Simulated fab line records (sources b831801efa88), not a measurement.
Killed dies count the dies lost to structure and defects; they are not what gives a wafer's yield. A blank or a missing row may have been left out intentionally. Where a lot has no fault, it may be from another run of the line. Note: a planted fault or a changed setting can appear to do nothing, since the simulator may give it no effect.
Which tool did it?	flow sky130	12 lots, 36 wafers sampled, at 5 steps of a route of 708

== WHAT THE GAUGES SHOWED, per wafer ==
No reading from a measuring or inspecting step in the record can be judged against a usual standard deviation.

== WHAT TOOL EACH LOT RAN ON (gives the tool, then ch and the chambers of the sampled wafers, and finally the start) ==
lot	SKY_PWDE_STRIP_09	SKY_METAL3_SPUTTER_00	SKY_METAL3_SPUTTER_01	SKY_METAL5_SPUTTER_00	SKY_PAD_OPEN_PROBE_99
L635	plasma asher-03 ch 0,1, day 3 22:40	pvd sputter-02, day 36 08:26	pvd sputter-02, day 36 08:28	pvd sputter-02, day 42 21:23	-
L639	plasma asher-03 ch 0,1, day 4 23:32	pvd sputter-02, day 37 12:13	pvd sputter-02, day 37 12:14	pvd sputter-01, day 43 22:44	-
L640	plasma asher-03 ch 0,1, day 5 05:01	pvd sputter-02, day 38 07:41	pvd sputter-02, day 38 07:42	pvd sputter-03, day 44 14:37	-
L641	plasma asher-04 ch 0,1, day 5 09:52	pvd sputter-03, day 38 12:02	pvd sputter-03, day 38 12:04	pvd sputter-02, day 44 19:56	-
L642	plasma asher-03 ch 0,1, day 5 12:44	pvd sputter-02, day 38 13:50	pvd sputter-02, day 38 13:52	pvd sputter-02, day 44 21:30	-
L643	plasma asher-04 ch 0,1, day 5 18:54	pvd sputter-03, day 39 04:36	pvd sputter-03, day 39 04:37	pvd sputter-02, day 45 05:21	-
L647	plasma asher-04 ch 0,1, day 6 16:31	pvd sputter-03, day 40 06:19	pvd sputter-03, day 40 06:20	pvd sputter-02, day 46 02:22	prober-02, day 48 15:46
L649	plasma asher-04 ch 0,1, day 7 03:05	pvd sputter-04, day 41 15:34	pvd sputter-04, day 41 15:35	pvd sputter-03, day 47 10:13	prober-01, day 49 19:46
L654	plasma asher-03 ch 0,1, day 8 20:01	pvd sputter-02, day 42 19:59	pvd sputter-02, day 42 20:01	pvd sputter-01, day 48 10:55	-
L656	plasma asher-03 ch 0,1, day 8 23:49	pvd sputter-03, day 42 20:53	pvd sputter-03, day 42 20:54	pvd sputter-03, day 48 11:34	-
L657	plasma asher-02 ch 0,1, day 9 05:38	pvd sputter-02, day 43 15:45	pvd sputter-02, day 43 15:47	pvd sputter-03, day 49 01:25	-
L658	plasma asher-03 ch 0,1, day 9 11:34	pvd sputter-04, day 43 20:09	pvd sputter-04, day 43 20:11	pvd sputter-01, day 49 06:50	-
- SKY_PWDE_STRIP_09: strips in O2/N2.
- SKY_METAL3_SPUTTER_00: material Ti, target thk 15 nm, time 10 s.
- SKY_METAL3_SPUTTER_01: material TiN, target thk 20 nm, time 16.7 s.
- SKY_METAL5_SPUTTER_00: material Ti, target thk 15 nm, time 10 s.
- SKY_PAD_OPEN_PROBE_99

== AS READ BY THE TOOLS THEMSELVES (means over the sampled wafers that have a number; for cases with no such wafer, the mark the record gives instead) ==
SKY_PWDE_STRIP_09. Usual: drypump motor current A 5.62 A, standard deviation 0.27; oes product au 0.722 a.u., standard deviation 0.0042; strip time to endpoint s 36.90 s, standard deviation 0.11.
lot	tool	drypump motor current A (A)	oes product au (a.u.)	strip time to endpoint s (s)	flag
L635	plasma asher-03	5.61	0.723	36.78	
L639	plasma asher-03	5.46	0.723	36.88	
L640	plasma asher-03	5.59	0.723	36.83	
L641	plasma asher-04	5.88	0.720	37.09	
L642	plasma asher-03	5.46	0.720	36.95	
L643	plasma asher-04	5.85	0.728	36.80	
L647	plasma asher-04	5.85	0.725	37.04	
L649	plasma asher-04	5.86	0.721	36.82	
L654	plasma asher-03	5.45	0.721	36.85	
L656	plasma asher-03	5.46	0.719	36.89	
L657	plasma asher-02	5.42	0.721	36.82	
L658	plasma asher-03	5.45	0.723	36.95	

SKY_METAL3_SPUTTER_00. Usual: cathode dc power W 3000.1 W, standard deviation 0.58; throttle valve pct 29.8 %, standard deviation 0.98.
lot	tool	cathode dc power W (W)	throttle valve pct (%)	flag
L635	pvd sputter-02	2999.7	29.0	
L639	pvd sputter-02	3000.2	29.1	
L640	pvd sputter-02	2999.2	29.7	
L641	pvd sputter-03	3000.5	30.4	
L642	pvd sputter-02	3000.6	28.2	
L643	pvd sputter-03	3000.4	30.1	
L647	pvd sputter-03	3000.1	30.3	
L649	pvd sputter-04	3000.2	29.9	
L654	pvd sputter-02	2999.9	29.1	
L656	pvd sputter-03	3000.0	30.7	
L657	pvd sputter-02	3000.0	29.2	
L658	pvd sputter-04	3000.5	29.5	

SKY_METAL3_SPUTTER_01. Usual: cathode dc power W 6499.9 W, standard deviation 1.1; throttle valve pct 29.8 %, standard deviation 0.98.
lot	tool	cathode dc power W (W)	throttle valve pct (%)	flag
L635	pvd sputter-02	6500.1	28.7	
L639	pvd sputter-02	6498.9	29.1	
L640	pvd sputter-02	6500.5	29.8	
L641	pvd sputter-03	6499.9	30.5	
L642	pvd sputter-02	6500.6	28.4	
L643	pvd sputter-03	6499.2	30.2	
L647	pvd sputter-03	6499.2	30.3	
L649	pvd sputter-04	6500.8	30.0	
L654	pvd sputter-02	6501.0	29.0	
L656	pvd sputter-03	6499.0	30.6	
L657	pvd sputter-02	6500.0	29.1	
L658	pvd sputter-04	6498.4	29.7	

SKY_METAL5_SPUTTER_00. Usual: cathode dc power W 3000.0 W, standard deviation 0.51; throttle valve pct 29.6 %, standard deviation 1.
lot	tool	cathode dc power W (W)	throttle valve pct (%)	flag
L635	pvd sputter-02	2999.7	29.1	
L639	pvd sputter-01	3000.7	29.4	
L640	pvd sputter-03	3000.1	30.2	
L641	pvd sputter-02	3000.0	29.7	
L642	pvd sputter-02	3000.2	29.8	
L643	pvd sputter-02	3000.0	30.0	
L647	pvd sputter-02	3000.0	29.0	
L649	pvd sputter-03	2999.7	30.5	
L654	pvd sputter-01	2999.7	29.3	
L656	pvd sputter-03	3000.3	30.1	
L657	pvd sputter-03	2999.4	30.5	
L658	pvd sputter-01	2999.8	28.5	

SKY_PAD_OPEN_PROBE_99. Usual: killed_at_M0_to_M3 43, standard deviation 6.9; killed_at_M4_up 3.1, standard deviation 1.9; killed at contacts 24, standard deviation 5.4; killed at front end 14, standard deviation 4.3; killed at other 0.3, standard deviation 0.53; killed dies 84, standard deviation 9.5; killed open 46, standard deviation 6.8; killed short 38, standard deviation 6.
lot	tool	killed_at_M0_to_M3	killed_at_M4_up	killed at contacts	killed at front end	killed at other	killed dies	killed open	killed short	flag
L647	prober-02	43	3.7	19	40	0.7	107	39	39	OFF
L649	prober-01	43	2.3	23	40	0.0	108	43	36	OFF

== THE ANSWER, worked out from the rows above alone ==
Rule: lot off if the mean of its wafers having a number is beyond 3 standard deviations from the usual mean. A lot without any number at a reading at which 4 lots or more have one is off too. Any other lot the step has rows for is counted as sound. The gauges are gone through in route order, then the tools' own readings, and for those a lot's mean is taken as printed above. The first step at which some lot is off is used, and at that step the reading that is off furthest; a lot without a number counts as furthest.
Off at SKY_PAD_OPEN_PROBE_99 (killed at front end): L647, L649. Neither off nor sound, because the step has no rows for them: L635, L639, L640, L641, L642, L643, L654, L656, L657, L658.
A tool fits if, at that step or a process step before it, it ran every lot that is off, and no sound lot after the first of them. One candidate fits, namely plasma asher-04 at SKY_PWDE_STRIP_09. It ran no sound lot before its first lot that is off in this sample, so the start can't be narrowed down.

== WHAT THE SIMULATOR HAD INSERTED ==
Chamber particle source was plasma asher-04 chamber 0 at SKY_PWDE_STRIP_09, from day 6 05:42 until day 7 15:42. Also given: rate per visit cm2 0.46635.
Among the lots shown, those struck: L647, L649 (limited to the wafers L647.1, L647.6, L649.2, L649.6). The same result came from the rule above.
